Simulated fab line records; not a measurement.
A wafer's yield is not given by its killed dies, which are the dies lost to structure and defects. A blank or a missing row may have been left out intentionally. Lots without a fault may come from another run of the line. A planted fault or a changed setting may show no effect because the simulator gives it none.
fab line records | flow sky130
record lots=6 | wafers=18 | last-day=50
route steps=708 shown LDD_P@263 LDD_HVN@267 LDD_HVP@278 PAD_OPEN@708
lots that met no fault: from a run of the same line without faults
start-h: hours from the record's first day to the start of the lot's first wafer shown | wait-h: hours from the lot's prior step to this one | " same as the row above | L1.1+2: a row that stands for several wafers | - no value present, or no start provided | * or withheld: withheld | < > ~ a bound
route shown NAME@n: NAME is a module with steps in the file, n the number in the route of the first one | usual: average and standard deviation across the fault-free wafers | same: alike in all rows | chamber/n: place in a boat | sites: each site's reading | _std_site: standard deviation across them | _edge_site: the outer-site mean with the inner-site mean subtracted | radius-mm: for every site, how far away it sits from the centre of the wafer | mask NAME#n: copy n | behind: the most recent tool/chamber to have shaped the wafer | hold: why the lot went on hold/how many hours it stayed there/how the hold came to an end | device: transistor that didn't switch, given as n, p or np | end of line: the tests these same wafers got at the end of their route | for a step that has no rows: nothing shown but its recipe | killed: the dies lost at the first sort to structure and to defects; this is not the yield of the wafer | map: shows each die of a wafer: x if killed, . if not, _ if none is there
set.NAME: the setting that was run; set.NAME@STEP: the one run at that earlier step | model.NAME: the simulator's own value behind a step, which no gauge read
lots at selected steps of the route; one table per step, one row per wafer
services: the hour from which a tool's chamber was out of use, counted from the record's first day as start-h (under 0 if before that day), plus the number of hours and why
## steps
# step SKY_LDD_P_OVL_MEAS_08
# usual LDD_P_OVL=-1.4/1.3
lot.wafer | tool       | chamber | start-h | wait-h | LDD_P_OVL[nm]
L438.1    | overlay-02 | -       | 439.50  | 0.1    | -1.3
L438.2    | "          | -       | "       | "      | -0.6
L438.4    | "          | -       | "       | "      | -1.0
L446.1    | overlay-02 | -       | 533.35  | 0.1    | -1.2
L446.4    | "          | -       | "       | "      | -1.3
L446.5    | "          | -       | "       | "      | -2.5
L447.1    | overlay-02 | -       | 534.25  | 0.1    | -0.2
L447.4    | "          | -       | "       | "      | -2.6
L447.5    | "          | -       | "       | "      | -0.6
L452.1    | overlay-02 | -       | 581.05  | 0.1    | -1.5
L452.2    | "          | -       | "       | "      | -1.6
L452.4    | "          | -       | "       | "      | -2.2
L456.1    | overlay-02 | -       | 599.64  | 0.1    | -2.1
L456.3    | "          | -       | "       | "      | -1.3
L456.6    | "          | -       | "       | "      | -1.9
L460.3    | overlay-01 | -       | 630.30  | 0.1    | 0.3
L460.5    | "          | -       | "       | "      | -0.7
L460.6    | "          | -       | "       | "      | 0.0
# step SKY_LDD_P_IMPLANT_09
# recipe species=BF2 | energy-kev=25 | dose-cm2=1e+13 | tilt-deg=withheld
# step SKY_LDD_P_STRIP_10
# recipe chemistry=O2/N2 | power-w=1400 | pressure-mtorr=1500 | platen-temp-c=withheld | o2-flow-sccm=3000 | n2-flow-sccm=300 | overash-fraction=0.5
# usual drypump-motor-current-A=5.7/0.33 | oes-product-au=0.716/0.0049 | strip-time-to-endpoint-s=14.18/0.036
lot.wafer | tool            | chamber | start-h | wait-h | drypump-motor-current-A | oes-product-au | rf-hours-counter-h | strip-time-to-endpoint-s
L438.1    | plasma-asher-04 | 0       | 439.69  | 0.1    | 5.7                     | 0.707          | 31                 | 14.20
L438.2    | "               | 1       | "       | "      | 5.3                     | 0.706          | 31                 | 14.21
L438.4    | "               | 0       | "       | "      | 5.7                     | 0.719          | -                  | 14.20
L446.1    | plasma-asher-01 | 1       | 533.54  | 0.1    | 5.8                     | 0.711          | 69                 | 14.21
L446.4    | "               | 0       | "       | "      | 6.3                     | 0.714          | -                  | 14.20
L446.5    | "               | 0       | "       | "      | 6.3                     | 0.715          | -                  | 14.18
L447.1    | plasma-asher-04 | 0       | 534.44  | 0.1    | 5.7                     | 0.713          | 41                 | 14.23
L447.4    | "               | 1       | "       | "      | 5.3                     | 0.718          | -                  | 14.15
L447.5    | "               | 1       | "       | "      | 5.3                     | 0.712          | -                  | 14.17
L452.1    | plasma-asher-04 | 1       | 581.24  | 0.1    | 5.3                     | 0.718          | 46                 | 14.15
L452.2    | "               | 0       | "       | "      | 5.7                     | 0.711          | 46                 | 14.17
L452.4    | "               | 0       | "       | "      | 5.7                     | 0.710          | -                  | 14.16
L456.1    | plasma-asher-01 | 1       | 599.83  | 0.1    | 5.8                     | 0.716          | 75                 | 14.14
L456.3    | "               | 0       | "       | "      | 6.3                     | 0.721          | -                  | 14.21
L456.6    | "               | 1       | "       | "      | 5.8                     | 0.711          | -                  | 14.23
L460.3    | plasma-asher-03 | 0       | 630.51  | 0.1    | 5.4                     | 0.723          | -                  | 14.18
L460.5    | "               | 1       | "       | "      | 5.8                     | 0.724          | -                  | 14.13
L460.6    | "               | 0       | "       | "      | 5.4                     | 0.710          | -                  | 14.16
# step SKY_LDD_P_TW_MEAS_11
# usual LDD_P_TW=637/4
lot.wafer | tool          | chamber | start-h | wait-h | LDD_P_TW
L438.1    | film-metro-03 | -       | 439.79  | 0.1    | 639
L438.2    | "             | -       | "       | "      | 633
L438.4    | "             | -       | "       | "      | 636
L446.1    | film-metro-02 | -       | 533.64  | 0.1    | 639
L446.4    | "             | -       | "       | "      | 637
L446.5    | "             | -       | "       | "      | 637
L447.1    | film-metro-02 | -       | 534.54  | 0.1    | 639
L447.4    | "             | -       | "       | "      | 638
L447.5    | "             | -       | "       | "      | 637
L452.1    | film-metro-03 | -       | 581.34  | 0.1    | 635
L452.2    | "             | -       | "       | "      | 635
L452.4    | "             | -       | "       | "      | 634
L456.1    | film-metro-02 | -       | 599.93  | 0.1    | 635
L456.3    | "             | -       | "       | "      | 629
L456.6    | "             | -       | "       | "      | 634
L460.3    | film-metro-01 | -       | 630.60  | 0.1    | 644
L460.5    | "             | -       | "       | "      | 643
L460.6    | "             | -       | "       | "      | 640
# step SKY_LDD_HVN_DEHYDRATE_00
# recipe temp-c=200 | time-s=60
# step SKY_LDD_HVN_HMDS_01
# recipe prime-time-s=60 | prime-temp-c=120
# step SKY_LDD_HVN_COAT_02
# recipe resist=NOVOLAK | spin-rpm=3000 | resist-thk-nm=300
# step SKY_LDD_HVN_SOFTBAKE_03
# recipe temp-c=90 | time-s=60 | resist=NOVOLAK
# step SKY_LDD_HVN_EXPOSE_04
# recipe mask-id=HVNTM | na=0.6 | source-shape=conventional | sigma-outer=0.6 | polarization=unpolarized | target-cd-nm=700 | dose-mj=127
# step SKY_LDD_HVN_PEB_05
# recipe temp-c=withheld | time-s=* | resist=NOVOLAK
# step SKY_LDD_HVN_DEVELOP_06
# recipe resist=NOVOLAK | developer=TMAH | develop-time-s=60 | dev-temp-c=23
# step SKY_LDD_HVN_OVL_MEAS_07
# usual LDD_HVN_OVL=0.5/1.3
lot.wafer | tool       | chamber | start-h | wait-h | LDD_HVN_OVL[nm]
L438.1    | overlay-02 | -       | 470.27  | 0.1    | 1.3
L438.2    | "          | -       | "       | "      | 2.6
L438.4    | "          | -       | "       | "      | 1.2
L446.1    | overlay-02 | -       | 563.18  | 0.1    | 0.6
L446.4    | "          | -       | "       | "      | -0.3
L446.5    | "          | -       | "       | "      | -1.1
L447.1    | overlay-01 | -       | 564.82  | 0.1    | 0.8
L447.4    | "          | -       | "       | "      | 0.2
L447.5    | "          | -       | "       | "      | 0.0
L452.1    | overlay-01 | -       | 610.33  | 0.1    | 1.8
L452.2    | "          | -       | "       | "      | 1.0
L452.4    | "          | -       | "       | "      | 1.9
L456.1    | overlay-01 | -       | 628.02  | 0.1    | 0.1
L456.3    | "          | -       | "       | "      | -0.5
L456.6    | "          | -       | "       | "      | 0.6
L460.3    | overlay-01 | -       | 658.89  | 0.1    | -0.2
L460.5    | "          | -       | "       | "      | 1.4
L460.6    | "          | -       | "       | "      | 0.7
# step SKY_LDD_HVN_IMPLANT_08
# recipe species=P | energy-kev=60 | dose-cm2=3e+13 | tilt-deg=40
# usual beam-energy-keV=60.000/0.02 | tilt-deg=40.003/0.024
# same implant-ion-amu=31
lot.wafer | tool         | chamber | start-h | wait-h | beam-energy-keV | tilt-deg
L438.1    | implanter-01 | 0       | 470.31  | 0.0    | 59.975          | 39.987
L438.2    | "            | 0       | "       | "      | 59.992          | 39.965
L438.4    | "            | 0       | "       | "      | 59.991          | 39.957
L446.1    | implanter-01 | 0       | 563.21  | 0.0    | 59.985          | 0.002
L446.4    | "            | 0       | "       | "      | 59.968          | -0.011
L446.5    | "            | 0       | "       | "      | 59.982          | 0.005
L447.1    | implanter-01 | 0       | 564.86  | 0.0    | 59.968          | 0.039
L447.4    | "            | 0       | "       | "      | 59.974          | -0.007
L447.5    | "            | 0       | "       | "      | 60.008          | -0.002
L452.1    | implanter-03 | 0       | 610.36  | 0.0    | 59.973          | 40.039
L452.2    | "            | 0       | "       | "      | 59.989          | 40.014
L452.4    | "            | 0       | "       | "      | 60.002          | 39.994
L456.1    | implanter-04 | 0       | 628.06  | 0.0    | 60.015          | 40.001
L456.3    | "            | 0       | "       | "      | 59.985          | 39.985
L456.6    | "            | 0       | "       | "      | 59.978          | 39.982
L460.3    | implanter-01 | 0       | 658.96  | 0.1    | 60.014          | 40.024
L460.5    | "            | 0       | "       | "      | 60.037          | 40.046
L460.6    | "            | 0       | "       | "      | 60.006          | 40.002
# step SKY_LDD_HVN_STRIP_09
# recipe chemistry=O2/N2 | power-w=1400 | pressure-mtorr=1500 | platen-temp-c=withheld | o2-flow-sccm=3000 | n2-flow-sccm=300 | overash-fraction=0.5
# usual drypump-motor-current-A=5.82/0.28 | oes-product-au=0.409/0.0048 | strip-time-to-endpoint-s=4.133/0.013
lot.wafer | tool            | chamber | start-h | wait-h | drypump-motor-current-A | oes-product-au | rf-hours-counter-h | strip-time-to-endpoint-s
L438.1    | plasma-asher-01 | 1       | 470.46  | 0.1    | 5.78                    | 0.407          | 64                 | 4.135
L438.2    | "               | 0       | "       | "      | 6.30                    | 0.413          | 64                 | 4.121
L438.4    | "               | 0       | "       | "      | 6.31                    | 0.410          | -                  | 4.134
L446.1    | plasma-asher-02 | 1       | 563.36  | 0.1    | 5.72                    | 0.409          | 83                 | 4.143
L446.4    | "               | 0       | "       | "      | 5.89                    | 0.408          | -                  | 4.136
L446.5    | "               | 1       | "       | "      | 5.71                    | 0.409          | -                  | 4.146
L447.1    | plasma-asher-03 | 0       | 565.01  | 0.1    | 5.37                    | 0.414          | 13                 | 4.133
L447.4    | "               | 1       | "       | "      | 5.82                    | 0.407          | -                  | 4.128
L447.5    | "               | 1       | "       | "      | 5.83                    | 0.405          | -                  | 4.132
L452.1    | plasma-asher-02 | 1       | 610.51  | 0.1    | 5.72                    | 0.415          | 88                 | 4.133
L452.2    | "               | 0       | "       | "      | 5.90                    | 0.410          | 88                 | 4.137
L452.4    | "               | 1       | "       | "      | 5.72                    | 0.402          | -                  | 4.131
L456.1    | plasma-asher-02 | 1       | 628.21  | 0.1    | 5.73                    | 0.419          | 89                 | 4.118
L456.3    | "               | 1       | "       | "      | 5.73                    | 0.410          | -                  | 4.131
L456.6    | "               | 0       | "       | "      | 5.88                    | 0.411          | -                  | 4.119
L460.3    | plasma-asher-03 | 1       | 659.09  | 0.1    | 5.81                    | 0.414          | -                  | 4.133
L460.5    | "               | 0       | "       | "      | 5.46                    | 0.410          | -                  | 4.130
L460.6    | "               | 1       | "       | "      | 5.82                    | 0.411          | -                  | 4.132
# step SKY_LDD_HVN_TW_MEAS_10
# usual LDD_HVN_TW=1438/12
lot.wafer | tool          | chamber | start-h | wait-h | LDD_HVN_TW
L438.1    | film-metro-04 | -       | 470.56  | 0.1    | 1459
L438.2    | "             | -       | "       | "      | 1453
L438.4    | "             | -       | "       | "      | 1451
L446.1    | film-metro-03 | -       | 563.46  | 0.1    | 1289
L446.4    | "             | -       | "       | "      | 1288
L446.5    | "             | -       | "       | "      | 1282
L447.1    | film-metro-04 | -       | 565.11  | 0.1    | 1292
L447.4    | "             | -       | "       | "      | 1295
L447.5    | "             | -       | "       | "      | 1288
L452.1    | film-metro-04 | -       | 610.61  | 0.1    | 1440
L452.2    | "             | -       | "       | "      | 1434
L452.4    | "             | -       | "       | "      | 1451
L456.1    | film-metro-02 | -       | 628.31  | 0.1    | 1420
L456.3    | "             | -       | "       | "      | 1424
L456.6    | "             | -       | "       | "      | 1419
L460.3    | film-metro-03 | -       | 659.18  | 0.1    | 1442
L460.5    | "             | -       | "       | "      | 1442
L460.6    | "             | -       | "       | "      | 1439
# step SKY_LDD_HVP_DEHYDRATE_00
# recipe temp-c=200 | time-s=60
# step SKY_PAD_OPEN_PROBE_99
# usual killed_at_M0_to_M3=42/6.2 | killed_at_M4_up=3.0/1.8 | killed-at-contacts=25/5.9 | killed-at-front-end=15/4.5 | killed-at-other=0.2/0.45 | killed-dies=85/9.9 | killed-open=47/6.7 | killed-short=39/6.4
# same gross-dies=492 | killed-at-back-side=0
lot.wafer | tool      | chamber | start-h | wait-h | killed_at_M0_to_M3 | killed_at_M4_up | killed-at-contacts | killed-at-front-end | killed-at-other | killed-dies | killed-open | killed-short | model.etest.tip_n_5v.rs-ohm-sq | model.etest.nfet-g5v0d10v5.r-on-ohm-um | model.etest.nfet-g5v0d10v5.drive-ua-um | model.etest.res-ndiff-hv.rs-ohm-sq | model.etest.nfet-g5v0d10v5.vt-sat-v
L438.1    | prober-01 | -       | 1085.99 | 0.1    | 51                 | 7               | 30                 | 4                   | 0               | 92          | 48          | 44           | 1374                           | 1856                                   | 618                                    | 110.7                              | 0.754
L438.2    | prober-01 | -       | 1086.04 | 0.1    | 39                 | 0               | 44                 | 6                   | 0               | 89          | 49          | 40           | 1394                           | 1861                                   | 623.8                                  | 110.5                              | 0.7531
L438.4    | prober-01 | -       | 1086.14 | 0.2    | 37                 | 5               | 22                 | 11                  | 1               | 76          | 42          | 34           | 1369                           | 1851                                   | 619.7                                  | 110.8                              | 0.756
L446.1    | prober-01 | -       | 1148.84 | 0.1    | 40                 | 1               | 20                 | 17                  | 0               | 78          | 38          | 40           | 969.7                          | 1788                                   | 632                                    | 111.5                              | 0.749
L446.4    | prober-01 | -       | 1148.99 | 0.2    | 40                 | 1               | 22                 | 23                  | 0               | 86          | 51          | 35           | 962.5                          | 1771                                   | 645.2                                  | 110.9                              | 0.7358
L446.5    | prober-01 | -       | 1149.04 | 0.2    | 49                 | 1               | 34                 | 17                  | 0               | 101         | 61          | 40           | 963.6                          | 1817                                   | 626.3                                  | 111.5                              | 0.743
L447.1    | prober-02 | -       | 1150.34 | 0.1    | 56                 | 2               | 24                 | 11                  | 0               | 93          | 46          | 47           | 988.4                          | 1780                                   | 614.4                                  | 111                                | 0.7626
L447.4    | prober-02 | -       | 1150.49 | 0.2    | 48                 | 3               | 18                 | 13                  | 1               | 83          | 40          | 43           | 990.2                          | 1785                                   | 618                                    | 109.5                              | 0.7533
L452.1    | prober-02 | -       | 1176.78 | 0.1    | 43                 | 1               | 28                 | 13                  | 0               | 85          | 42          | 43           | 1419                           | 1897                                   | 599.2                                  | 112.2                              | 0.7688
L452.2    | prober-02 | -       | 1176.83 | 0.1    | 47                 | 3               | 30                 | 9                   | 0               | 89          | 50          | 39           | 1411                           | 1906                                   | 600.9                                  | 112.4                              | 0.7537
L452.4    | prober-02 | -       | 1176.93 | 0.2    | 33                 | 4               | 25                 | 7                   | 0               | 69          | 43          | 26           | 1425                           | 1894                                   | 605.5                                  | 112                                | 0.7583
L456.1    | prober-01 | -       | 1188.21 | 0.1    | 45                 | 7               | 28                 | 17                  | 0               | 97          | 56          | 41           | 1378                           | 1897                                   | 601.9                                  | 114.3                              | 0.761
L456.3    | prober-01 | -       | 1188.31 | 0.2    | 53                 | 5               | 22                 | 22                  | 1               | 103         | 50          | 53           | 1383                           | 1906                                   | 600.2                                  | 115.1                              | 0.7561
L456.6    | prober-01 | -       | 1188.46 | 0.2    | 48                 | 2               | 17                 | 12                  | 1               | 80          | 44          | 36           | 1376                           | 1909                                   | 597.8                                  | 115.2                              | 0.7598
L460.3    | prober-02 | -       | 1203.80 | 0.2    | 46                 | 2               | 31                 | 12                  | 1               | 92          | 61          | 31           | 1384                           | 1908                                   | 596.5                                  | 112.8                              | 0.7634
L460.5    | prober-02 | -       | 1203.90 | 0.2    | 47                 | 1               | 17                 | 11                  | 0               | 76          | 44          | 32           | 1393                           | 1896                                   | 600                                    | 114.2                              | 0.7675
L460.6    | prober-02 | -       | 1203.95 | 0.2    | 43                 | 2               | 20                 | 15                  | 1               | 81          | 47          | 34           | 1384                           | 1905                                   | 598.9                                  | 112.7                              | 0.7604
# killed by level:class
L438.1 VIA1:geometric-particle:open=18 CONTACT:geometric-particle:open=11 LOCAL_INTERCONNECT:geometric-particle:short=8 METAL1:geometric-particle:short=7 VIA1:geometric-particle:short=6 LI_CONTACT:geometric-particle:open=5 METAL2:geometric-particle:short=5 METAL4:geometric-particle:short=4
L438.2 CONTACT:geometric-particle:open=19 LOCAL_INTERCONNECT:geometric-particle:short=9 VIA3:geometric-particle:open=8 VIA1:geometric-particle:open=7 LI_CONTACT:geometric-particle:short=6 METAL1:geometric-particle:short=6 LI_CONTACT:geometric-particle:open=5 CONTACT:geometric-particle:short=4
L438.4 VIA1:geometric-particle:open=14 CONTACT:geometric-particle:open=10 VIA2:geometric-particle:open=6 METAL1:geometric-particle:short=5 POLY_GATE:geometric-particle:short=5 LOCAL_INTERCONNECT:geometric-particle:short=5 VIA1:geometric-particle:short=4 METAL4:geometric-particle:short=4
L446.1 VIA1:geometric-particle:open=9 FIELD_ISO:geometric-particle:short=8 VIA3:geometric-particle:open=8 VIA2:geometric-particle:short=5 LI_CONTACT:geometric-particle:open=5 LOCAL_INTERCONNECT:geometric-particle:short=5 CONTACT:geometric-particle:short=5 METAL2:geometric-particle:short=5
L446.4 LI_CONTACT:geometric-particle:open=10 CONTACT:geometric-particle:open=8 VIA2:geometric-particle:open=8 VIA1:geometric-particle:open=8 FIELD_ISO:geometric-particle:open=7 FIELD_ISO:geometric-particle:short=6 VIA3:geometric-particle:open=5 METAL1:geometric-particle:short=4
L446.5 CONTACT:geometric-particle:open=16 VIA3:geometric-particle:open=10 FIELD_ISO:geometric-particle:open=7 VIA1:geometric-particle:open=7 POLY_GATE:geometric-particle:open=6 CONTACT:geometric-particle:short=6 METAL2:geometric-particle:short=6 VIA2:geometric-particle:open=6
L447.1 VIA1:geometric-particle:open=10 METAL2:geometric-particle:short=9 METAL1:geometric-particle:short=7 CONTACT:geometric-particle:open=7 CONTACT:geometric-particle:short=6 VIA1:geometric-particle:short=6 VIA3:geometric-particle:open=6 VIA2:geometric-particle:open=4
L447.4 VIA1:geometric-particle:open=9 METAL1:geometric-particle:short=9 VIA3:geometric-particle:open=6 POLY_GATE:geometric-particle:open=5 LI_CONTACT:geometric-particle:open=5 VIA2:geometric-particle:short=5 CONTACT:geometric-particle:open=5 VIA3:geometric-particle:short=5
L452.1 VIA1:geometric-particle:open=9 METAL1:geometric-particle:short=8 LI_CONTACT:geometric-particle:open=7 VIA2:geometric-particle:open=6 LOCAL_INTERCONNECT:geometric-particle:short=6 CONTACT:geometric-particle:short=6 VIA3:geometric-particle:open=5 CONTACT:geometric-particle:open=5
L452.2 VIA2:geometric-particle:open=12 CONTACT:geometric-particle:open=12 LI_CONTACT:geometric-particle:open=7 CONTACT:geometric-particle:short=6 METAL2:geometric-particle:short=6 VIA3:geometric-particle:open=5 VIA2:geometric-particle:short=4 VIA1:geometric-particle:short=4
L452.4 CONTACT:geometric-particle:open=12 VIA1:geometric-particle:open=7 CONTACT:geometric-particle:short=5 VIA2:geometric-particle:open=5 LI_CONTACT:geometric-particle:open=4 VIA1:geometric-particle:short=4 VIA3:geometric-particle:short=4 VIA3:geometric-particle:open=4
L456.1 VIA1:geometric-particle:open=16 LI_CONTACT:geometric-particle:open=11 CONTACT:geometric-particle:open=8 METAL1:geometric-particle:short=8 METAL4:geometric-particle:short=6 CONTACT:geometric-particle:short=5 POLY_GATE:geometric-particle:open=5 VIA2:geometric-particle:open=5
L456.3 VIA1:geometric-particle:open=12 FIELD_ISO:geometric-particle:short=8 VIA3:geometric-particle:open=8 CONTACT:geometric-particle:open=7 VIA2:geometric-particle:open=7 METAL1:geometric-particle:short=6 LOCAL_INTERCONNECT:geometric-particle:short=5 VIA2:geometric-particle:short=5
L456.6 VIA1:geometric-particle:open=9 VIA2:geometric-particle:open=8 METAL1:geometric-particle:short=7 VIA1:geometric-particle:short=6 METAL3:geometric-particle:short=6 VIA3:geometric-particle:open=6 LI_CONTACT:geometric-particle:open=5 CONTACT:geometric-particle:open=5
L460.3 LI_CONTACT:geometric-particle:open=11 VIA1:geometric-particle:open=11 VIA2:geometric-particle:open=9 CONTACT:geometric-particle:open=8 METAL2:geometric-particle:short=7 LOCAL_INTERCONNECT:geometric-particle:open=6 METAL1:geometric-particle:short=5 VIA2:geometric-particle:short=4
L460.5 VIA1:geometric-particle:open=14 LI_CONTACT:geometric-particle:open=7 METAL1:geometric-particle:short=6 VIA1:geometric-particle:short=6 VIA2:geometric-particle:open=6 METAL2:geometric-particle:short=6 LI_CONTACT:geometric-particle:short=4 POLY_GATE:geometric-particle:open=3
L460.6 VIA1:geometric-particle:open=10 VIA2:geometric-particle:open=8 CONTACT:geometric-particle:open=6 FIELD_ISO:geometric-particle:open=5 VIA3:geometric-particle:open=5 LOCAL_INTERCONNECT:geometric-particle:short=4 CONTACT:geometric-particle:short=4 VIA2:geometric-particle:short=4
## services
tool            | chamber | start-h | hours | kind
plasma-asher-03 | -       | 421.25  | 9.0   | pm
plasma-asher-03 | 0       | 421.25  | 9.0   | vent-cycle
plasma-asher-03 | 1       | 421.25  | 9.0   | vent-cycle
plasma-asher-04 | -       | 427.30  | 2.5   | repair
plasma-asher-03 | 0       | 430.25  | -     | clean
plasma-asher-03 | 1       | 430.25  | -     | clean
implanter-01    | -       | 431.85  | 2.6   | repair
implanter-04    | -       | 448.98  | 5.2   | repair
plasma-asher-02 | -       | 460.99  | 2.3   | repair
implanter-03    | -       | 467.66  | 6.6   | repair
implanter-01    | -       | 487.46  | 0.9   | repair
plasma-asher-03 | -       | 491.72  | 5.3   | repair
plasma-asher-01 | -       | 498.76  | 2.2   | repair
plasma-asher-01 | -       | 517.09  | 3.4   | repair
plasma-asher-01 | -       | 519.06  | 8.1   | repair
plasma-asher-01 | -       | 610.32  | 2.5   | repair
plasma-asher-02 | -       | 617.32  | 0.7   | repair
plasma-asher-01 | -       | 634.12  | 0.9   | repair
implanter-03    | -       | 648.87  | 2.4   | pm
plasma-asher-01 | -       | 655.81  | 1.4   | repair
## key
first-sign step=SKY_LDD_HVN_IMPLANT_08 | reading=tilt-deg | direction=down | sigmas=99+ | usual=* | struck=*
effect step=SKY_LDD_HVN_TW_MEAS_10 | reading=LDD_HVN_TW | direction=down | sigmas=12 | usual=1438 | struck=1289
model-effect step=SKY_PAD_OPEN_PROBE_99 | value=etest.tip_n_5v.rs-ohm-sq | without=1373 | struck=974.9
met-at SKY_LDD_HVN_IMPLANT_08
struck-wafers L446.1,L446.4,L446.5,L447.1,L447.4,L447.5
rows-end L447.5
tester-left-out L446,L447
onset-between 470.31 563.21
fault kind=process-parameter-drift | tool=implanter-01 | chamber=- | onset-h=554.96 | steps=SKY_LDD_HVN_IMPLANT_08 | channel=tilt-deg | offset=* | shape=step | end-h=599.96 | acts-in=* | stated=*
# tester-left-out: of these lots the tester's yield and bins aren't shown, on N5 and GAA mostly nor the transistor test; their killed dies are dies lost to structure and defects alone, not to doping, threshold or leakage, so they don't give the yield
# rows-end: these wafers met a further fault down the route, and their rows from its step on are left out
